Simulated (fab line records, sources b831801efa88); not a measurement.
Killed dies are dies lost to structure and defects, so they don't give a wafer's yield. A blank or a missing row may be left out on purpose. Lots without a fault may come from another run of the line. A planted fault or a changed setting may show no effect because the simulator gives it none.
fab line records | flow gf180mcu | part 1 of 2: steps 1 to 30 of 41
record lots=5 wafers=15 last_day=34
route steps=602 shown STI@12 DNWELL@32 NWELL@42
lots that met no fault: from a run of the same line without faults
start_h: hours from the record's first day to the start of the lot's first wafer shown | wait_h: hours since the lot's step before | " the same as in the row above | L1.1+2: a row that stands for several wafers | - no value, or no start given | * or withheld: withheld | < > ~ a bound
route shown NAME@n: a module of which the file shows steps, and the number in the route of the first | usual: mean/standard deviation of fault-free wafers | same: alike in all rows | chamber/n: place in a boat | sites: the reading at each site | _std_site: their standard deviation | _edge_site: outer sites' mean less inner sites' | radius_mm: how far each site lies from the wafer's centre | mask NAME#n: copy n | behind: the tool/chamber that last shaped the wafer | hold: why the lot was held/for how many hours/how that ended | device: the transistor (n, p or np) that didn't switch | end of line: the same wafers' tests at the end of the route | a step without rows: its recipe alone | killed: dies lost to structure and defects at the first sort, not the wafer's yield | map: a wafer's dies, x killed, . not, _ none there
set.NAME: the setting as run; set.NAME@STEP: as run at that earlier step | model.NAME: the simulator's own value behind a step, which no gauge read
lots at some steps of the route; a table a step, a row a wafer
services: from which hour (start_h, from the record's first day; less than 0 if before it) a tool's chamber was out of use, for how many hours, and why
## steps
# step GF_STI_DEVELOP_11
# recipe develop_time_s=60 dev_temp_c=21
# columns lot.wafer tool chamber start_h wait_h
L074.3+5+6 litho_track-04 0 27.14 0.1
L078.1+2+3 litho_track-04 0 45.59 0.2
L082.1+3+4 litho_track-03 0 68.68 0.2
L090.3+4+5 litho_track-03 0 111.03 0.1
L097.1+2+5 litho_track-03 0 143.83 0.2
# step GF_STI_CD_MEAS_12
# recipe target_cd_nm=220
# usual cd_nm=219.6/1.1
# columns lot.wafer tool chamber start_h wait_h cd_nm
L074.3 cd_sem-02 - 27.28 0.1 219.8
L074.5 " - " " 219.1
L074.6 " - " " 219.8
L078.1 cd_sem-02 - 45.74 0.1 219.6
L078.2 " - " " 221.8
L078.3 " - " " 221.4
L082.1 cd_sem-01 - 68.83 0.1 219.7
L082.3 " - " " 219.6
L082.4 " - " " 219.8
L090.3 cd_sem-02 - 111.17 0.1 221.5
L090.4 " - " " 221.0
L090.5 " - " " 221.4
L097.1 cd_sem-01 - 143.98 0.1 220.5
L097.2 " - " " 219.7
L097.5 " - " " 220.0
# step GF_STI_ETCH_13
# recipe chemistry=CHF3/O2 stop_on=Si over_etch_frac=0.3 target_depth_a=2823.1 source_w=600 bias_w=200 pressure_mtorr=40 chf3_flow_sccm=50 O2_flow_sccm=5 time_s=112.9
# usual chf3_flow_sccm=50.00/0.16 drypump_motor_current_A=5.6/0.53 oes_product_au=0.832/0.0066 throttle_valve_pct=8.810/0.011
# same over_etch_frac=0.3
# columns lot.wafer tool chamber start_h wait_h chf3_flow_sccm drypump_motor_current_A oes_product_au rf_hours_counter_h throttle_valve_pct
L074.3 rie_diel-04 1 27.36 0.1 49.89 5.2 0.826 63 8.815
L074.5 " 0 " " 50.28 5.3 0.827 - 8.823
L074.6 " 3 " " 50.14 6.1 0.838 - 8.811
L078.1 rie_diel-02 1 45.86 0.1 49.82 5.8 0.825 7 8.814
L078.2 " 0 " " 49.95 4.8 0.835 35 8.809
L078.3 " 3 " " 50.04 5.0 0.832 73 8.812
L082.1 rie_diel-04 2 68.95 0.1 49.89 6.2 0.824 123 8.821
L082.3 " 0 " " 49.87 5.4 0.834 0 8.794
L082.4 " 1 " " 49.80 5.2 0.823 64 8.811
L090.3 rie_diel-04 2 111.25 0.1 50.06 6.2 0.827 123 8.823
L090.4 " 2 " " 49.89 6.2 0.830 - 8.791
L090.5 " 0 " " 49.94 5.4 0.830 - 8.827
L097.1 rie_diel-04 0 144.10 0.1 50.06 5.3 0.833 2 8.817
L097.2 " 3 " " 49.95 6.0 0.842 27 8.828
L097.5 " 0 " " 49.92 5.3 0.835 - 8.815
# step GF_STI_ETCH_14
# recipe target=Si chemistry=HBr/Cl2/O2 target_depth_nm=360 icp_w=600 bias_w=150 pressure_mtorr=15 HBr_flow_sccm=150 Cl2_flow_sccm=40 O2_flow_sccm=6 time_s=102.9
# usual drypump_motor_current_A=5.9/0.31 oes_product_au=0.995/0.0094 throttle_valve_pct=25.659/0.01
# columns lot.wafer tool chamber start_h wait_h drypump_motor_current_A oes_product_au rf_hours_counter_h throttle_valve_pct
L074.3 rie_si-02 3 27.44 0.0 5.6 1.014 85 25.650
L074.5 " 1 " " 6.1 0.985 - 25.660
L074.6 " 2 " " 6.2 0.991 - 25.673
L078.1 rie_si-01 3 45.94 0.0 5.6 0.997 22 25.652
L078.2 " 0 " " 5.5 1.004 138 25.652
L078.3 " 2 " " 6.3 0.987 9 25.665
L082.1 rie_si-02 3 69.03 0.0 5.6 1.006 85 25.653
L082.3 " 2 " " 6.2 0.990 90 25.659
L082.4 " 0 " " 5.8 0.991 55 25.651
L090.3 rie_si-01 0 111.36 0.1 5.5 0.995 - 25.667
L090.4 " 2 " " 6.3 1.000 - 25.646
L090.5 " 2 " " 6.3 1.000 - 25.651
L097.1 rie_si-01 1 144.17 0.0 6.2 0.994 3 25.661
L097.2 " 2 " " 6.3 0.989 10 25.655
L097.5 " 0 " " 5.5 1.000 - 25.657
# step GF_STI_STRIP_15
# recipe chemistry=O2/N2 power_w=1400 pressure_mtorr=1500 platen_temp_c=250 o2_flow_sccm=3000 n2_flow_sccm=300 overash_fraction=0.5
# usual drypump_motor_current_A=5.7/0.47 heater_power_w=355/23 oes_product_au=0.384/0.0045 strip_time_to_endpoint_s=3.73/0.063
# columns lot.wafer tool chamber start_h wait_h drypump_motor_current_A heater_power_w oes_product_au rf_hours_counter_h strip_time_to_endpoint_s
L074.3 plasma_asher-03 1 27.55 0.1 5.8 345 0.385 - 3.71
L074.5 " 0 " " 6.4 360 0.381 - 3.71
L074.6 " 1 " " 5.8 356 0.385 - 3.72
L078.1 plasma_asher-01 1 46.02 0.0 5.6 310 0.380 24 3.66
L078.2 " 0 " " 5.8 380 0.391 24 3.82
L078.3 " 1 " " 5.6 312 0.391 - 3.75
L082.1 plasma_asher-03 1 69.10 0.0 5.8 355 0.384 44 3.71
L082.3 " 0 " " 6.4 355 0.388 - 3.75
L082.4 " 1 " " 5.8 352 0.384 - 3.71
L090.3 plasma_asher-01 1 111.47 0.1 5.6 314 0.383 - 3.73
L090.4 " 0 " " 5.8 389 0.386 - 3.77
L090.5 " 0 " " 5.8 383 0.381 - 3.71
L097.1 plasma_asher-02 1 144.25 0.0 4.9 374 0.384 2 3.66
L097.2 " 0 " " 6.1 352 0.379 2 3.62
L097.5 " 0 " " 6.0 353 0.380 - 3.69
# step GF_STI_CLEAN_16
# recipe chemistry=dHF time_s=25 dilution=100:1
# columns lot.wafer tool chamber start_h wait_h
L074.3+5+6 wet_bench-02 1 27.62 0.0
L078.1+2+3 wet_bench-03 3 46.12 0.1
L082.1+3+4 wet_bench-02 3 69.20 0.1
L090.3+4+5 wet_bench-01 3 111.54 0.0
L097.1+2+5 wet_bench-03 3 144.35 0.1
# step GF_STI_WET_ETCH_17
# recipe chemistry=H3PO4 target_depth_nm=45 temp_c=160 target=Si3N4 time_s=514
# columns lot.wafer tool chamber start_h wait_h
L074.3+5+6 wet_bench-03 3 27.63 0.0
L078.1+2+3 wet_bench-02 3 46.13 0.0
L082.1+3+4 wet_bench-01 0 69.22 0.0
L090.3+4+5 wet_bench-03 0 111.55 0.0
L097.1+2+5 wet_bench-01 0 144.36 0.0
# step GF_STI_CLEAN_18
# recipe chemistry=SC1/SC2 mix=1:4:20 temp_c=70 time_s=150
# columns lot.wafer tool chamber start_h wait_h
L074.3+5+6 wet_bench-02 3 27.78 0.0
L078.1+2+3 wet_bench-01 2 46.28 0.0
L082.1+3+4 wet_bench-03 1 69.37 0.0
L090.3+4+5 wet_bench-02 0 111.70 0.0
L097.1+2+5 wet_bench-02 1 144.52 0.0
# step GF_STI_CLEAN_19
# recipe chemistry=dHF time_s=20 dilution=100:1
# columns lot.wafer tool chamber start_h wait_h
L074.3+5+6 wet_bench-01 3 27.83 0.0
L078.1+2+3 wet_bench-02 2 46.33 0.0
L082.1+3+4 wet_bench-02 1 69.42 0.0
L090.3+4+5 wet_bench-01 0 111.75 0.0
L097.1+2+5 wet_bench-03 2 144.57 0.0
# step GF_STI_WET_ETCH_20
# recipe chemistry=dHF dilution=100:1 target_depth_nm=20 temp_c=25 dry=ipa_marangoni target=SiO2 time_s=400
# columns lot.wafer tool chamber start_h wait_h
L074.3+5+6 wet_bench-03 1 27.85 0.0
L078.1+2+3 wet_bench-01 3 46.35 0.0
L082.1+3+4 wet_bench-01 1 69.43 0.0
L090.3+4+5 wet_bench-03 1 111.77 0.0
L097.1+2+5 wet_bench-01 0 144.59 0.0
# step GF_STI_OXIDATION_21
# recipe temp_c=1000 ambient=O2 stabilise_s=600 purge_s=300 target_thk_a=150 ox_time_s=458
# usual zone_power_top_pct=40.9/0.61
# columns lot.wafer tool chamber start_h wait_h zone_power_top_pct
L074.3 furnace-01 0 33.57 5.6 41.2
L074.5 " 0 " " 41.1
L074.6 " 0 " " 41.0
L078.1 furnace-01 0 51.19 4.7 41.6
L078.2 " 0 " " 40.9
L078.3 " 0 " " 40.8
L082.1 furnace-01 0 70.71 1.2 42.0
L082.3 " 0 " " 41.4
L082.4 " 0 " " 41.2
L090.3 furnace-02 0 117.82 5.9 40.0
L090.4 " 0 " " 40.0
L090.5 " 0 " " 39.9
L097.1 furnace-02 0 144.71 0.0 40.1
L097.2 " 0 " " 39.1
L097.5 " 0 " " 40.6
# step GF_STI_THK_MEAS_22
# recipe reads=SiO2_of_STI_OXIDATION_21
# usual STI_OXIDATION_01_THK=15.19/0.28
# columns lot.wafer tool chamber start_h wait_h STI_OXIDATION_01_THK[nm]
L074.3 film_metro-01 - 34.72 0.0 15.27
L074.5 " - " " 15.27
L074.6 " - " " 15.06
L078.1 film_metro-01 - 52.31 0.0 15.16
L078.2 " - " " 15.48
L078.3 " - " " 15.04
L082.1 film_metro-04 - 71.84 0.0 15.29
L082.3 " - " " 15.56
L082.4 " - " " 15.34
L090.3 film_metro-01 - 118.97 0.0 15.12
L090.4 " - " " 15.19
L090.5 " - " " 14.79
L097.1 film_metro-03 - 145.84 0.0 14.72
L097.2 " - " " 14.78
L097.5 " - " " 14.71
# step GF_STI_CVD_23
# recipe material=SiO2 target_thk_nm=650 sigma_open_frac=0.3 time_s=108.3 temp_c=600 sih4_flow_sccm=60 pressure_mtorr=6
# columns lot.wafer tool chamber start_h wait_h
L074.3+5+6 hdpcvd-01 0,1,0 34.76 0.0
L078.1+2+3 hdpcvd-02 0 52.60 0.3
L082.1+3+4 hdpcvd-01 2,0,1 71.90 0.1
L090.3+4+5 hdpcvd-01 0,2,0 119.05 0.1
L097.1+2+5 hdpcvd-01 1,0,2 145.90 0.1
# step GF_STI_THK_MEAS_24
# recipe reads=SiO2_of_STI_CVD_23
# usual STI_CVD_23_THK=651/8.2
# columns lot.wafer tool chamber start_h wait_h STI_CVD_23_THK[nm]
L074.3 film_metro-03 - 34.86 0.1 645
L074.5 " - " " 644
L074.6 " - " " 652
L078.1 film_metro-01 - 52.83 0.2 645
L078.2 " - " " 648
L078.3 " - " " 642
L082.1 film_metro-04 - 71.98 0.0 656
L082.3 " - " " 646
L082.4 " - " " 652
L090.3 film_metro-04 - 119.15 0.1 661
L090.4 " - " " 664
L090.5 " - " " 655
L097.1 film_metro-04 - 145.97 0.0 649
L097.2 " - " " 659
L097.5 " - " " 661
# step GF_STI_CMP_25
# recipe stop_on=Si3N4 t_overpolish_s=33 down_force_psi=4 platen_rpm=60 target_thk_nm=524.6 pad_velocity_m_s=0.94248
# usual motor_current_A=12.4/1.5 overpolish_run_s=33.001/0.0093 slurry_flow_ml_min=150.0/0.49 time_to_endpoint_s=122/4.7
# columns lot.wafer tool chamber start_h wait_h motor_current_A overpolish_run_s slurry_flow_ml_min time_to_endpoint_s
L074.3 cmp-01 3 35.05 0.2 9.8 33.007 150.5 123
L074.5 " 0 " " 13.6 33.000 150.0 127
L074.6 " 1 " " 12.9 32.990 149.8 117
L078.1 cmp-02 0 53.01 0.2 13.7 33.002 149.4 115
L078.2 " 1 " " 11.3 33.002 149.7 118
L078.3 " 2 " " 10.6 33.000 149.4 116
L082.4 cmp-01 0 72.04 0.0 14.0 33.010 149.8 125
L082.3 " 2 " " 13.6 33.008 149.6 123
L082.1 " 3 " " 9.2 33.012 150.0 123
L090.3 cmp-02 0 119.24 0.1 14.0 33.002 149.2 127
L090.4 " 1 " " 11.8 32.988 149.5 127
L090.5 " 3 " " 14.3 33.011 149.9 127
L097.1 cmp-01 2 146.03 0.1 14.3 33.002 150.4 121
L097.2 " 0 " " 12.9 32.998 150.2 130
L097.5 " 3 " " 9.2 32.993 149.9 128
# step GF_STI_WET_ETCH_26
# recipe chemistry=dHF target_depth_nm=94 target=SiO2 temp_c=25 dilution=10:1 time_s=188
# columns lot.wafer tool chamber start_h wait_h
L074.3+5+6 wet_bench-02 0 35.20 0.1
L078.1+2+3 wet_bench-03 1 53.26 0.2
L082.1+3+4 wet_bench-01 2 72.34 0.1
L090.3+4+5 wet_bench-01 1 119.49 0.2
L097.1+2+5 wet_bench-03 1 146.33 0.2
# step GF_STI_WET_ETCH_27
# recipe chemistry=H3PO4 target_depth_nm=160 target=Si3N4 temp_c=160 time_s=1825
# columns lot.wafer tool chamber start_h wait_h
L074.3+5+6 wet_bench-02 3 35.26 0.0
L078.1+2+3 wet_bench-03 3 53.32 0.0
L082.1+3+4 wet_bench-03 1 72.40 0.0
L090.3+4+5 wet_bench-02 1 119.55 0.0
L097.1+2+5 wet_bench-02 3 146.39 0.0
# step GF_STI_WET_ETCH_28
# recipe chemistry=dHF target_depth_nm=20 dry=ipa_marangoni target=SiO2 temp_c=25 dilution=10:1 time_s=40
# columns lot.wafer tool chamber start_h wait_h
L074.3+5+6 wet_bench-01 0 35.78 0.0
L078.1+2+3 wet_bench-02 3 53.84 0.0
L082.1+3+4 wet_bench-02 0 72.91 0.0
L090.3+4+5 wet_bench-02 2 120.06 0.0
L097.1+2+5 wet_bench-03 3 147.01 0.0
# step GF_STI_OXIDATION_29
# recipe temp_c=900 ambient=O2 stabilise_s=600 purge_s=300 target_thk_a=100 ox_time_s=1418
# usual zone_power_top_pct=34.3/0.5
# columns lot.wafer tool chamber start_h wait_h zone_power_top_pct
L074.3 furnace-01 0 41.47 5.7 34.6
L074.5 " 0 " " 34.8
L074.6 " 0 " " 34.9
L078.1 furnace-01 0 58.01 4.2 33.9
L078.2 " 0 " " 34.3
L078.3 " 0 " " 34.6
L082.1 furnace-01 0 77.48 4.6 34.5
L082.3 " 0 " " 34.3
L082.4 " 0 " " 34.6
L090.3 furnace-01 0 121.72 1.6 33.9
L090.4 " 0 " " 34.3
L090.5 " 0 " " 34.4
L097.1 furnace-02 0 147.03 0.0 32.7
L097.2 " 0 " " 33.5
L097.5 " 0 " " 33.7
# step GF_STI_THK_MEAS_30
# recipe reads=SiO2_of_STI_OXIDATION_29
# usual STI_OXIDATION_02_THK=10.07/0.16
# columns lot.wafer tool chamber start_h wait_h STI_OXIDATION_02_THK[nm]
L074.3 film_metro-03 - 42.89 0.0 10.40
L074.5 " - " " 10.25
L074.6 " - " " 10.30
L078.1 film_metro-04 - 59.41 0.0 10.24
L078.2 " - " " 10.24
L078.3 " - " " 10.01
L082.1 film_metro-01 - 78.91 0.0 10.23
L082.3 " - " " 10.33
L082.4 " - " " 10.19
L090.3 film_metro-04 - 123.13 0.0 9.92
L090.4 " - " " 9.89
L090.5 " - " " 9.72
L097.1 film_metro-01 - 148.42 0.0 10.07
L097.2 " - " " 9.79
L097.5 " - " " 9.88
# step GF_DNWELL_DEHYDRATE_00
# recipe temp_c=200 time_s=60
# columns lot.wafer tool chamber start_h wait_h
L074.3+5+6 litho_track-04 0 47.79 4.9
L078.1+2+3 litho_track-02 0 64.27 4.9
L082.1+3+4 litho_track-03 0 84.83 5.9
L090.3+4+5 litho_track-04 0 130.49 7.4
L097.1+2+5 litho_track-04 0 154.99 6.6
# step GF_DNWELL_HMDS_01
# recipe prime_time_s=60 prime_temp_c=120
# columns lot.wafer tool chamber start_h wait_h
L074.3+5+6 litho_track-04 0 47.94 0.1
L078.1+2+3 litho_track-02 0 64.42 0.1
L082.1+3+4 litho_track-03 0 84.98 0.1
L090.3+4+5 litho_track-04 0 130.64 0.1
L097.1+2+5 litho_track-04 0 155.14 0.1
# step GF_DNWELL_COAT_02
# recipe spin_rpm=2000 resist_thk_nm=3000
# columns lot.wafer tool chamber start_h wait_h
L074.3+5+6 litho_track-04 0 48.09 0.1
L078.1+2+3 litho_track-02 0 64.57 0.1
L082.1+3+4 litho_track-03 0 85.13 0.1
L090.3+4+5 litho_track-04 0 130.79 0.1
L097.1+2+5 litho_track-04 0 155.29 0.1
# step GF_DNWELL_SOFTBAKE_03
# recipe temp_c=110 time_s=withheld
# columns lot.wafer tool chamber start_h wait_h
L074.3+5+6 litho_track-04 0 48.26 0.1
L078.1+2+3 litho_track-02 0 64.72 0.1
L082.1+3+4 litho_track-03 0 85.28 0.1
L090.3+4+5 litho_track-04 0 130.96 0.1
L097.1+2+5 litho_track-04 0 155.44 0.1
# step GF_DNWELL_EXPOSE_04
# recipe mask_id=DNWELL target_cd_nm=1700 na=0.6 source_shape=conventional sigma_outer=0.6 dose_mj=260
# usual focus_offset_nm=0.0/0.55
# same na=0.6
# columns lot.wafer tool chamber start_h wait_h mask focus_offset_nm
L074.3 iline_stepper-02 0 - - DNWELL#0 -0.1
L074.5 " 0 " " DNWELL#0 -1.1
L074.6 " 0 " " DNWELL#0 -1.0
L078.1 iline_stepper-02 0 - - DNWELL#0 0.4
L078.2 " 0 " " DNWELL#0 0.8
L078.3 " 0 " " DNWELL#0 0.8
L082.1 iline_stepper-01 0 - - DNWELL#0 0.3
L082.3 " 0 " " DNWELL#0 0.9
L082.4 " 0 " " DNWELL#0 0.4
L090.3 iline_stepper-02 0 - - DNWELL#0 -0.5
L090.4 " 0 " " DNWELL#0 -0.8
L090.5 " 0 " " DNWELL#0 0.1
L097.1 iline_stepper-01 0 - - DNWELL#0 0.3
L097.2 " 0 " " DNWELL#0 -0.3
L097.5 " 0 " " DNWELL#0 0.8
# step GF_DNWELL_PEB_05
# recipe temp_c=115 time_s=withheld
# columns lot.wafer tool chamber start_h wait_h
L074.3+5+6 litho_track-02 0 - -
L078.1+2+3 litho_track-02 0 - -
L082.1+3+4 litho_track-04 0 - -
L090.3+4+5 litho_track-04 0 - -
L097.1+2+5 litho_track-02 0 - -
# step GF_DNWELL_DEVELOP_06
# recipe wall_angle_deg=90 develop_time_s=60 dev_temp_c=23
# columns lot.wafer tool chamber start_h wait_h
L074.3+5+6 litho_track-02 0 - -
L078.1+2+3 litho_track-02 0 - -
L082.1+3+4 litho_track-04 0 - -
L090.3+4+5 litho_track-04 0 - -
L097.1+2+5 litho_track-02 0 - -
# step GF_DNWELL_IMPLANT_07
# recipe species=P energy_kev=1500 dose_cm2=1e+13 tilt_deg=0
# usual beam_on_s=10.00/0.19 tilt_deg=-0.005/0.019
# same implant_ion_amu=31
# columns lot.wafer tool chamber start_h wait_h beam_on_s tilt_deg
L074.3 implanter-03 0 54.37 - 10.05 -0.026
L074.5 " 0 " " 10.00 -0.039
L074.6 " 0 " " 10.00 -0.012
L078.1 implanter-02 0 70.52 - 10.09 0.014
L078.2 " 0 " " 10.27 -0.020
L078.3 " 0 " " 10.11 -0.034
L082.1 implanter-02 0 91.94 - 9.54 -0.023
L082.3 " 0 " " 10.06 -0.003
L082.4 " 0 " " 9.84 -0.004
L090.3 implanter-04 0 137.19 - 9.70 -0.043
L090.4 " 0 " " 9.78 -0.012
L090.5 " 0 " " 9.99 -0.006
L097.1 implanter-03 0 163.47 - 9.87 0.012
L097.2 " 0 " " 10.10 -0.009
L097.5 " 0 " " 9.84 -0.053
# step GF_DNWELL_STRIP_08
# recipe chemistry=O2/N2 power_w=1400 pressure_mtorr=1500 platen_temp_c=250 o2_flow_sccm=3000 n2_flow_sccm=300 overash_fraction=0.5
# usual drypump_motor_current_A=5.9/0.36 heater_power_w=349/24 oes_product_au=0.723/0.0043 strip_time_to_endpoint_s=36.97/0.11
# columns lot.wafer tool chamber start_h wait_h drypump_motor_current_A heater_power_w oes_product_au rf_hours_counter_h strip_time_to_endpoint_s
L074.3 plasma_asher-04 1 54.50 0.1 6.2 319 0.715 - 37.01
L074.5 " 0 " " 5.4 359 0.723 - 36.96
L074.6 " 1 " " 6.2 318 0.725 - 37.00
L078.1 plasma_asher-01 0 70.67 0.1 5.7 370 0.730 26 36.87
L078.2 " 1 " " 5.5 320 0.721 26 36.97
L078.3 " 0 " " 5.7 381 0.726 - 36.96
L082.1 plasma_asher-03 1 92.09 0.1 5.8 345 0.720 47 36.92
L082.3 " 0 " " 6.3 361 0.725 - 37.05
L082.4 " 1 " " 5.8 362 0.725 - 37.01
L090.3 plasma_asher-03 0 137.32 0.1 6.4 357 0.724 - 36.98
L090.4 " 1 " " 5.8 352 0.723 - 37.08
L090.5 " 1 " " 5.8 357 0.723 - 36.98
L097.1 plasma_asher-01 1 163.62 0.1 5.6 311 0.722 37 36.91
L097.2 " 0 " " 5.7 385 0.722 37 36.96
L097.5 " 0 " " 5.8 383 0.713 - 36.98
# step GF_DNWELL_TW_MEAS_09
# usual DNWELL_TW=1342/12
# columns lot.wafer tool chamber start_h wait_h DNWELL_TW
L074.3 film_metro-02 - 54.59 0.1 1343
L074.5 " - " " 1345
L074.6 " - " " 1343
L078.1 film_metro-02 - 70.77 0.1 1344
L078.2 " - " " 1351
L078.3 " - " " 1345
L082.1 film_metro-04 - 92.19 0.1 1339
L082.3 " - " " 1336
L082.4 " - " " 1339
L090.3 film_metro-02 - 137.41 0.1 1333
L090.4 " - " " 1325
L090.5 " - " " 1332
L097.1 film_metro-03 - 163.72 0.1 1362
L097.2 " - " " 1361
L097.5 " - " " 1360
